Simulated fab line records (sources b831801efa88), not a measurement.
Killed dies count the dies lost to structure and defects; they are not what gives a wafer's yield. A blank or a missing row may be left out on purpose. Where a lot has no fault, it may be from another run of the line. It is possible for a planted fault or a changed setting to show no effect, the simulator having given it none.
fab line records | flow sky130
record: lots: 13 | wafers: 39 | lastDay: 50
route steps=708 shown SONOS_TUNNEL@166 SONOS_ONO@171 POLY_GATE@229 LDD_HVP@282 PAD_OPEN@708
lots with no fault: from the same line, run without faults
startH: start of the lot's first displayed wafer, in hours after the record's first day | waitH: hours since the lot's step before | " as in the row above | L1.1+2: a row that stands for several wafers | - no value, or no start given | * or withheld: withheld | < > ~ a bound
route shown NAME@n: NAME is a module with steps in the file, n the number in the route of the first one | usual: mean and standard deviation over wafers with no fault | same: alike in all rows | chamber/n: place in a boat | sites: each site's reading | _std_site: standard deviation of those values | _edge_site: inner sites' mean taken away from outer sites' mean | radiusMm: how far each site lies from the wafer's centre | mask NAME#n: copy n | behind: tool/chamber where the wafer was last shaped | hold: the reason the lot was held/the length of the hold in hours/how it ended | device: the n, p or np transistor that did not switch | end of line: the tests these same wafers got at the end of their route | for a step that has no rows: nothing shown but its recipe | killed: the dies lost at the first sort to structure and to defects; this is not the yield of the wafer | map: a wafer's dies, x killed, . not, _ none there
set.NAME: the setting that was run; set.NAME@STEP: the one run at that earlier step | model.NAME: the simulator's own value behind a step, which no gauge read
steps of the route over a sample of lots; a table a step, a row a wafer
services: when a tool's chamber went out of use (startH, in hours from the record's first day, below 0 if earlier), for how many hours, and the reason
== steps ==
step: SKY_SONOS_TUNNEL_TW_MEAS_12
usual: SONOS_TUNNEL_TW: 197.0/0.9
lot.wafer | tool         | chamber | startH | waitH | SONOS_TUNNEL_TW
L954.2    | filmMetro-01 | -       | 247.67 | 0.0   | 199.2
L954.4    | "            | -       | "      | "     | 197.5
L954.5    | "            | -       | "      | "     | 198.1
L956.4    | filmMetro-02 | -       | 283.14 | 0.0   | 196.6
L956.5    | "            | -       | "      | "     | 197.1
L956.6    | "            | -       | "      | "     | 196.9
L957.1    | filmMetro-04 | -       | 314.82 | 0.0   | 198.0
L957.4    | "            | -       | "      | "     | 197.5
L957.6    | "            | -       | "      | "     | 198.0
L958.1    | filmMetro-01 | -       | 315.24 | 0.0   | 197.7
L958.3    | "            | -       | "      | "     | 196.3
L958.6    | "            | -       | "      | "     | 197.5
L959.1    | filmMetro-01 | -       | 325.04 | 0.0   | 195.5
L959.4    | "            | -       | "      | "     | 196.7
L959.6    | "            | -       | "      | "     | 197.0
L962.1    | filmMetro-01 | -       | 330.32 | 0.0   | 195.9
L962.2    | "            | -       | "      | "     | 196.7
L962.5    | "            | -       | "      | "     | 196.7
L966.2    | filmMetro-01 | -       | 355.98 | 0.0   | 196.7
L966.3    | "            | -       | "      | "     | 197.2
L966.5    | "            | -       | "      | "     | 196.2
L968.1    | filmMetro-01 | -       | 387.09 | 0.0   | 195.7
L968.5    | "            | -       | "      | "     | 197.1
L968.6    | "            | -       | "      | "     | 195.8
L971.2    | filmMetro-01 | -       | 404.81 | 0.0   | 194.8
L971.3    | "            | -       | "      | "     | 196.6
L971.4    | "            | -       | "      | "     | 196.4
L970.1    | filmMetro-02 | -       | 407.77 | 0.0   | 196.8
L970.3    | "            | -       | "      | "     | 196.4
L970.6    | "            | -       | "      | "     | 196.3
L973.1    | filmMetro-04 | -       | 415.77 | 0.0   | 197.9
L973.3    | "            | -       | "      | "     | 196.7
L973.5    | "            | -       | "      | "     | 196.8
L974.3    | filmMetro-01 | -       | 423.18 | 0.0   | 196.8
L974.4    | "            | -       | "      | "     | 196.4
L974.5    | "            | -       | "      | "     | 197.0
L976.1    | filmMetro-04 | -       | 432.95 | 0.0   | 197.9
L976.3    | "            | -       | "      | "     | 198.5
L976.6    | "            | -       | "      | "     | 197.9
step: SKY_SONOS_ONO_THK_MEAS_03
recipe: reads: Si3N4_of_SONOS_ONO_CVD_02
usual: SONOS_ONO_CVD_02_THK: 10.49/0.14
lot.wafer | tool         | chamber | startH | waitH | SONOS_ONO_CVD_02_THK[nm]
L954.2    | filmMetro-02 | -       | 252.75 | 0.0   | 10.50
L954.4    | "            | -       | "      | "     | 10.38
L954.5    | "            | -       | "      | "     | 10.42
L956.4    | filmMetro-04 | -       | 288.49 | 0.0   | 10.77
L956.5    | "            | -       | "      | "     | 10.67
L956.6    | "            | -       | "      | "     | 10.68
L957.1    | filmMetro-02 | -       | 317.35 | 0.0   | 10.35
L957.4    | "            | -       | "      | "     | 10.53
L957.6    | "            | -       | "      | "     | 10.35
L958.1    | filmMetro-04 | -       | 320.19 | 0.0   | 10.96
L958.3    | "            | -       | "      | "     | 10.87
L958.6    | "            | -       | "      | "     | 10.76
L959.1    | filmMetro-02 | -       | 327.57 | 0.0   | 10.63
L959.4    | "            | -       | "      | "     | 10.72
L959.6    | "            | -       | "      | "     | 10.61
L962.1    | filmMetro-02 | -       | 336.27 | 0.0   | 10.56
L962.2    | "            | -       | "      | "     | 10.50
L962.5    | "            | -       | "      | "     | 10.55
L966.2    | filmMetro-02 | -       | 364.86 | 0.0   | 10.20
L966.3    | "            | -       | "      | "     | 10.46
L966.5    | "            | -       | "      | "     | 10.31
L968.1    | filmMetro-04 | -       | 390.59 | 0.0   | 10.50
L968.5    | "            | -       | "      | "     | 10.40
L968.6    | "            | -       | "      | "     | 10.55
L971.2    | filmMetro-02 | -       | 408.22 | 0.0   | 10.61
L971.3    | "            | -       | "      | "     | 10.42
L971.4    | "            | -       | "      | "     | 10.51
L970.1    | filmMetro-04 | -       | 412.46 | 0.0   | 10.51
L970.3    | "            | -       | "      | "     | 10.50
L970.6    | "            | -       | "      | "     | 10.47
L973.1    | filmMetro-02 | -       | 421.13 | 0.0   | 10.43
L973.3    | "            | -       | "      | "     | 10.37
L973.5    | "            | -       | "      | "     | 10.30
L974.3    | filmMetro-03 | -       | 433.95 | 0.0   | 10.46
L974.4    | "            | -       | "      | "     | 10.48
L974.5    | "            | -       | "      | "     | 10.45
L976.1    | filmMetro-04 | -       | 438.12 | 0.0   | 10.61
L976.3    | "            | -       | "      | "     | 10.56
L976.6    | "            | -       | "      | "     | 10.59
step: SKY_POLY_GATE_ETCH_15
recipe: chemistry: N2/H2 | target: BARC | ionEnergyEv: 200 | sourceW: 500 | biasW: 100 | pressureMtorr: 30 | n2FlowSccm: 100 | h2FlowSccm: 200 | stopOn: SiO2 | timeS: 118.5 | targetDepthA: 1100
usual: drypumpMotorCurrentA: 5.6/0.38 | oesProductAu: 0.717/0.0046 | throttleValvePct: 13.213/0.009
lot.wafer | tool       | chamber | startH | waitH | drypumpMotorCurrentA | oesProductAu | rfHoursCounterH | throttleValvePct
L954.2    | rieDiel-03 | 3       | 364.24 | 0.0   | 6.2                  | 0.711        | 15              | 13.216
L954.4    | "          | 2       | "      | "     | 6.0                  | 0.712        | 5               | 13.219
L954.5    | "          | 0       | "      | "     | 5.2                  | 0.712        | -               | 13.216
L956.4    | rieDiel-03 | 2       | 407.00 | 0.0   | 6.0                  | 0.714        | 6               | 13.214
L956.5    | "          | 3       | "      | "     | 6.2                  | 0.720        | -               | 13.195
L956.6    | "          | 2       | "      | "     | 6.0                  | 0.718        | -               | 13.198
L957.1    | rieDiel-01 | 2       | 441.34 | 0.0   | 5.3                  | 0.716        | 15              | 13.212
L957.4    | "          | 0       | "      | "     | 5.9                  | 0.710        | 81              | 13.208
L957.6    | "          | 3       | "      | "     | 5.8                  | 0.718        | -               | 13.198
L958.1    | rieDiel-01 | 3       | 444.04 | 0.0   | 5.8                  | 0.713        | 7               | 13.234
L958.3    | "          | 1       | "      | "     | 5.3                  | 0.716        | 46              | 13.216
L958.6    | "          | 0       | "      | "     | 5.9                  | 0.717        | -               | 13.206
L959.1    | rieDiel-04 | 0       | 456.90 | 0.0   | 5.8                  | 0.723        | 85              | 13.217
L959.4    | "          | 2       | "      | "     | 5.0                  | 0.713        | 8               | 13.218
L959.6    | "          | 1       | "      | "     | 5.8                  | 0.713        | -               | 13.215
L962.1    | rieDiel-01 | 3       | 464.01 | 0.0   | 5.8                  | 0.709        | 8               | 13.218
L962.2    | "          | 1       | "      | "     | 5.3                  | 0.715        | 46              | 13.207
L962.5    | "          | 1       | "      | "     | 5.3                  | 0.719        | -               | 13.222
L966.2    | rieDiel-04 | 1       | 498.90 | 0.0   | 5.8                  | 0.714        | 2               | 13.203
L966.3    | "          | 2       | "      | "     | 5.0                  | 0.715        | 8               | 13.206
L966.5    | "          | 0       | "      | "     | 5.8                  | 0.716        | -               | 13.217
L968.1    | rieDiel-01 | 1       | 526.79 | 0.0   | 5.4                  | 0.718        | 47              | 13.203
L968.5    | "          | 1       | "      | "     | 5.3                  | 0.724        | -               | 13.204
L968.6    | "          | 2       | "      | "     | 5.3                  | 0.714        | -               | 13.209
L971.2    | rieDiel-04 | 2       | 538.81 | 0.0   | 5.0                  | 0.719        | 9               | 13.223
L971.3    | "          | 3       | "      | "     | 5.6                  | 0.724        | 62              | 13.194
L971.4    | "          | 1       | "      | "     | 5.9                  | 0.719        | -               | 13.233
L970.1    | rieDiel-04 | 1       | 541.79 | 0.0   | 5.8                  | 0.717        | 3               | 13.203
L970.3    | "          | 2       | "      | "     | 5.0                  | 0.710        | 9               | 13.220
L970.6    | "          | 1       | "      | "     | 5.8                  | 0.714        | -               | 13.211
L973.1    | rieDiel-01 | 3       | 551.24 | 0.0   | 5.8                  | 0.715        | 9               | 13.214
L973.3    | "          | 0       | "      | "     | 5.9                  | 0.723        | 83              | 13.201
L973.5    | "          | 0       | "      | "     | 5.9                  | 0.702        | -               | 13.220
L974.3    | rieDiel-04 | 3       | 566.96 | 0.0   | 5.5                  | 0.719        | 63              | 13.204
L974.4    | "          | 2       | "      | "     | 5.0                  | 0.718        | 10              | 13.202
L974.5    | "          | 2       | "      | "     | 5.0                  | 0.716        | -               | 13.209
L976.1    | rieDiel-01 | 1       | 568.09 | 0.0   | 5.4                  | 0.722        | 48              | 13.220
L976.3    | "          | 3       | "      | "     | 5.8                  | 0.715        | 10              | 13.208
L976.6    | "          | 3       | "      | "     | 5.8                  | 0.712        | -               | 13.208
step: SKY_LDD_HVP_EXPOSE_04
recipe: maskId: HVPTM | na: 0.6 | sourceShape: conventional | sigmaOuter: 0.6 | polarization: unpolarized | targetCdNm: 700 | doseMj: 86
usual: exposureDoseMJCm2: 85.99/0.087
lot.wafer | tool            | chamber | startH | waitH | mask    | exposureDoseMJCm2
L954.2    | ilineStepper-01 | 0       | 472.55 | -     | HVPTM#0 | 86.00
L954.4    | "               | 0       | "      | "     | HVPTM#0 | 85.90
L954.5    | "               | 0       | "      | "     | HVPTM#0 | 86.10
L956.4    | ilineStepper-01 | 0       | 516.24 | -     | HVPTM#0 | 85.95
L956.5    | "               | 0       | "      | "     | HVPTM#0 | 86.05
L956.6    | "               | 0       | "      | "     | HVPTM#0 | 86.08
L957.1    | ilineStepper-01 | 0       | 552.34 | -     | HVPTM#0 | 85.98
L957.4    | "               | 0       | "      | "     | HVPTM#0 | 85.93
L957.6    | "               | 0       | "      | "     | HVPTM#0 | 86.00
L958.1    | ilineStepper-01 | 0       | 553.08 | -     | HVPTM#0 | 89.55
L958.3    | "               | 0       | "      | "     | HVPTM#0 | 89.77
L958.6    | "               | 0       | "      | "     | HVPTM#0 | 89.75
L959.1    | ilineStepper-01 | 0       | 566.33 | -     | HVPTM#0 | 89.76
L959.4    | "               | 0       | "      | "     | HVPTM#0 | 89.72
L959.6    | "               | 0       | "      | "     | HVPTM#0 | 89.68
L962.1    | ilineStepper-01 | 0       | 573.18 | -     | HVPTM#0 | 89.71
L962.2    | "               | 0       | "      | "     | HVPTM#0 | 89.75
L962.5    | "               | 0       | "      | "     | HVPTM#0 | 89.78
L966.2    | ilineStepper-02 | 0       | 606.46 | -     | HVPTM#0 | 86.08
L966.3    | "               | 0       | "      | "     | HVPTM#0 | 86.09
L966.5    | "               | 0       | "      | "     | HVPTM#0 | 86.03
L968.1    | ilineStepper-02 | 0       | 633.36 | -     | HVPTM#0 | 85.88
L968.5    | "               | 0       | "      | "     | HVPTM#0 | 85.98
L968.6    | "               | 0       | "      | "     | HVPTM#0 | 86.04
L971.2    | ilineStepper-02 | 0       | 643.83 | -     | HVPTM#0 | 85.91
L971.3    | "               | 0       | "      | "     | HVPTM#0 | 85.95
L971.4    | "               | 0       | "      | "     | HVPTM#0 | 85.84
L970.1    | ilineStepper-02 | 0       | 647.31 | -     | HVPTM#0 | 85.87
L970.3    | "               | 0       | "      | "     | HVPTM#0 | 85.91
L970.6    | "               | 0       | "      | "     | HVPTM#0 | 85.83
L973.1    | ilineStepper-02 | 0       | 654.33 | -     | HVPTM#0 | 85.95
L973.3    | "               | 0       | "      | "     | HVPTM#0 | 86.03
L973.5    | "               | 0       | "      | "     | HVPTM#0 | 85.97
L974.3    | ilineStepper-02 | 0       | 670.95 | -     | HVPTM#0 | 85.99
L974.4    | "               | 0       | "      | "     | HVPTM#0 | 85.92
L974.5    | "               | 0       | "      | "     | HVPTM#0 | 85.95
L976.1    | ilineStepper-02 | 0       | 673.06 | -     | HVPTM#0 | 85.90
L976.3    | "               | 0       | "      | "     | HVPTM#0 | 85.78
L976.6    | "               | 0       | "      | "     | HVPTM#0 | 85.94
step: SKY_PAD_OPEN_PROBE_99
usual: killed_at_M0_to_M3: 42/6.4 | killed_at_M4_up: 2.9/1.7 | killedAtContacts: 25/5.2 | killedAtFrontEnd: 16/4.4 | killedAtOther: 0.4/0.65 | killedDies: 86/9.2 | killedOpen: 47/6.6 | killedShort: 39/5.8
same: grossDies: 492 | killedAtBackSide: 0
lot.wafer | tool      | chamber | startH  | waitH | killed_at_M0_to_M3 | killed_at_M4_up | killedAtContacts | killedAtFrontEnd | killedAtOther | killedDies | killedOpen | killedShort
L962.1    | prober-02 | -       | 1141.04 | 0.1   | 43                 | 4               | 26               | 10               | 0             | 83         | 47         | 35
L962.2    | prober-02 | -       | 1141.09 | 0.1   | 38                 | 1               | 28               | 18               | 0             | 85         | 47         | 38
L962.5    | prober-02 | -       | 1141.24 | 0.2   | 39                 | 2               | 26               | 14               | 1             | 82         | 39         | 42
L966.2    | prober-02 | -       | 1155.93 | 0.1   | 38                 | 2               | 20               | 14               | 0             | 74         | 44         | 30
L966.3    | prober-02 | -       | 1155.98 | 0.2   | 29                 | 5               | 21               | 12               | 0             | 67         | 35         | 32
L966.5    | prober-02 | -       | 1156.08 | 0.2   | 50                 | 7               | 21               | 15               | 0             | 93         | 57         | 35
L968.1    | prober-02 | -       | 1177.28 | 0.1   | 34                 | 2               | 22               | 15               | 1             | 74         | 45         | 28
L968.5    | prober-02 | -       | 1177.48 | 0.2   | 42                 | 2               | 28               | 24               | 1             | 97         | 59         | 38
L968.6    | prober-02 | -       | 1177.53 | 0.2   | 40                 | 4               | 31               | 23               | 1             | 99         | 58         | 40
L971.2    | prober-01 | -       | 1183.21 | 0.1   | 46                 | 2               | 24               | 23               | 0             | 95         | 56         | 39
L971.3    | prober-01 | -       | 1183.26 | 0.2   | 51                 | 4               | 15               | 14               | 2             | 86         | 43         | 41
L971.4    | prober-01 | -       | 1183.31 | 0.2   | 50                 | 4               | 16               | 25               | 2             | 97         | 49         | 46
L974.3    | prober-02 | -       | 1198.22 | 0.2   | 45                 | 5               | 22               | 12               | 0             | 84         | 52         | 31
L974.4    | prober-02 | -       | 1198.27 | 0.2   | 41                 | 1               | 32               | 16               | 1             | 91         | 50         | 41
L974.5    | prober-02 | -       | 1198.32 | 0.2   | 48                 | 1               | 27               | 12               | 0             | 88         | 50         | 38
killed by level:class
L962.1 CONTACT:geometricParticle:open=9 VIA2:geometricParticle:open=8 LI_CONTACT:geometricParticle:open=7 METAL1:geometricParticle:short=6 VIA1:geometricParticle:open=5 METAL3:geometricParticle:short=5 VIA3:geometricParticle:open=5 LOCAL_INTERCONNECT:geometricParticle:short=4
L962.2 FIELD_ISO:geometricParticle:short=8 LI_CONTACT:geometricParticle:open=8 CONTACT:geometricParticle:open=7 VIA3:geometricParticle:open=7 VIA1:geometricParticle:open=6 FIELD_ISO:geometricParticle:open=5 CONTACT:geometricParticle:short=5 METAL1:geometricParticle:short=5
L962.5 CONTACT:geometricParticle:open=13 METAL1:geometricParticle:short=7 LI_CONTACT:geometricParticle:open=6 METAL2:geometricParticle:short=6 POLY_GATE:geometricParticle:short=5 VIA2:geometricParticle:open=5 VIA3:geometricParticle:open=5 FIELD_ISO:geometricParticle:open=4
L966.2 CONTACT:geometricParticle:open=8 VIA1:geometricParticle:open=8 VIA2:geometricParticle:open=8 VIA3:geometricParticle:open=6 LI_CONTACT:geometricParticle:open=5 METAL2:geometricParticle:short=5 FIELD_ISO:geometricParticle:short=4 CONTACT:geometricParticle:short=4
L966.3 CONTACT:geometricParticle:open=11 METAL4:geometricParticle:short=5 VIA3:geometricParticle:open=5 LI_CONTACT:geometricParticle:open=4 VIA3:geometricParticle:short=4 LOCAL_INTERCONNECT:geometricParticle:short=3 METAL1:geometricParticle:open=3 VIA1:geometricParticle:open=3
L966.5 CONTACT:geometricParticle:open=10 VIA1:geometricParticle:open=10 VIA2:geometricParticle:open=9 VIA3:geometricParticle:open=8 METAL1:geometricParticle:short=6 FIELD_ISO:geometricParticle:open=5 POLY_GATE:geometricParticle:open=5 CONTACT:geometricParticle:short=5
L968.1 VIA1:geometricParticle:open=9 FIELD_ISO:geometricParticle:open=7 METAL2:geometricParticle:short=7 LI_CONTACT:geometricParticle:open=6 LOCAL_INTERCONNECT:geometricParticle:short=6 VIA2:geometricParticle:open=6 CONTACT:geometricParticle:open=5 FIELD_ISO:geometricParticle:short=4
L968.5 VIA1:geometricParticle:open=14 CONTACT:geometricParticle:open=13 VIA2:geometricParticle:open=8 LI_CONTACT:geometricParticle:open=7 FIELD_ISO:geometricParticle:short=7 SPACER:geometricParticle:short=6 METAL1:geometricParticle:short=5 LOCAL_INTERCONNECT:geometricParticle:short=4
L968.6 CONTACT:geometricParticle:open=12 POLY_GATE:geometricParticle:open=9 LI_CONTACT:geometricParticle:open=9 VIA3:geometricParticle:open=7 FIELD_ISO:geometricParticle:open=6 FIELD_ISO:geometricParticle:short=4 LOCAL_INTERCONNECT:geometricParticle:short=4 METAL1:geometricParticle:short=4
L971.2 VIA1:geometricParticle:open=13 LI_CONTACT:geometricParticle:open=9 CONTACT:geometricParticle:open=8 VIA1:geometricParticle:short=8 FIELD_ISO:geometricParticle:short=7 FIELD_ISO:geometricParticle:open=6 VIA3:geometricParticle:open=6 VIA2:geometricParticle:open=5
L971.3 VIA1:geometricParticle:open=10 CONTACT:geometricParticle:open=6 VIA2:geometricParticle:open=6 VIA3:geometricParticle:short=6 VIA3:geometricParticle:open=6 METAL1:geometricParticle:short=5 VIA2:geometricParticle:short=5 POLY_GATE:geometricParticle:short=4
L971.4 METAL2:geometricParticle:short=9 FIELD_ISO:geometricParticle:open=8 VIA1:geometricParticle:short=8 VIA1:geometricParticle:open=8 VIA2:geometricParticle:open=8 CONTACT:geometricParticle:open=7 POLY_GATE:geometricParticle:open=6 POLY_GATE:geometricParticle:short=5
L974.3 CONTACT:geometricParticle:open=13 VIA1:geometricParticle:open=13 VIA2:geometricParticle:open=11 POLY_GATE:geometricParticle:short=5 METAL2:geometricParticle:short=5 VIA3:geometricParticle:open=5 LI_CONTACT:geometricParticle:open=4 CONTACT:geometricParticle:short=4
L974.4 CONTACT:geometricParticle:open=13 VIA2:geometricParticle:open=11 LI_CONTACT:geometricParticle:open=7 METAL3:geometricParticle:short=7 POLY_GATE:geometricParticle:short=6 VIA1:geometricParticle:open=5 FIELD_ISO:geometricParticle:short=4 LOCAL_INTERCONNECT:geometricParticle:short=4
L974.5 VIA1:geometricParticle:open=14 CONTACT:geometricParticle:open=9 METAL2:geometricParticle:short=7 CONTACT:geometricParticle:short=6 LI_CONTACT:geometricParticle:open=5 METAL1:geometricParticle:short=5 VIA3:geometricParticle:open=5 METAL2:geometricParticle:open=5
== services ==
tool            | chamber | startH | hours | kind
rieDiel-03      | 1       | 346.86 | 8.1   | repair
rieDiel-01      | -       | 357.45 | 2.7   | repair
rieDiel-04      | 0       | 365.24 | 4.6   | repair
rieDiel-01      | 2       | 378.57 | 5.1   | repair
rieDiel-04      | 0       | 380.16 | 1.7   | repair
rieDiel-03      | 2       | 410.09 | 8.7   | repair
rieDiel-03      | -       | 430.64 | 2.0   | repair
ilineStepper-02 | -       | 467.90 | 1.7   | pm
rieDiel-01      | 0       | 472.89 | 30.6  | repair
ilineStepper-01 | -       | 479.14 | 6.7   | repair
rieDiel-03      | 2       | 479.94 | 9.6   | repair
ilineStepper-02 | 0       | 483.70 | -     | calibration
ilineStepper-01 | -       | 517.06 | 0.7   | repair
rieDiel-03      | -       | 522.55 | 2.8   | pm
rieDiel-03      | 1       | 525.75 | 6.0   | repair
rieDiel-01      | 1       | 528.16 | 38.7  | repair
rieDiel-01      | 3       | 542.14 | 6.7   | repair
ilineStepper-01 | -       | 542.22 | 1.7   | pm
rieDiel-01      | 0       | 544.05 | 2.5   | repair
ilineStepper-02 | -       | 544.51 | 13.6  | repair
rieDiel-01      | -       | 605.51 | 1.2   | repair
ilineStepper-01 | -       | 621.01 | 8.9   | pm
rieDiel-04      | -       | 630.64 | 0.9   | repair
rieDiel-04      | 2       | 666.20 | 5.5   | repair
== key ==
firstSign: step: SKY_LDD_HVP_EXPOSE_04 | reading: exposureDoseMJCm2 | direction: up | sigmas: 43 | usual: * | struck: *
effect none on later readings
metAt SKY_LDD_HVP_EXPOSE_04
struckLots L958,L959,L962
testerLeftOut L958,L959,L962
notActingAt SKY_SONOS_TUNNEL_TW_MEAS_12,SKY_SONOS_ONO_THK_MEAS_03,SKY_POLY_GATE_ETCH_15
onsetBetween 552.34 553.08
fault: kind: processParameterDrift | tool: ilineStepper-01 | chamber: - | onsetH: 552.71 | steps: SKY_LDD_HVP_EXPOSE_04 | channel: doseMj | offset: 3.6767 | shape: step | actsIn: theseRecipesOnly | stated: 86
testerLeftOut: of these lots the tester's yield and bins aren't shown, on N5 and GAA mostly nor the transistor test; their killed dies are dies lost to structure and defects alone, not to doping, threshold or leakage, so they don't give the yield
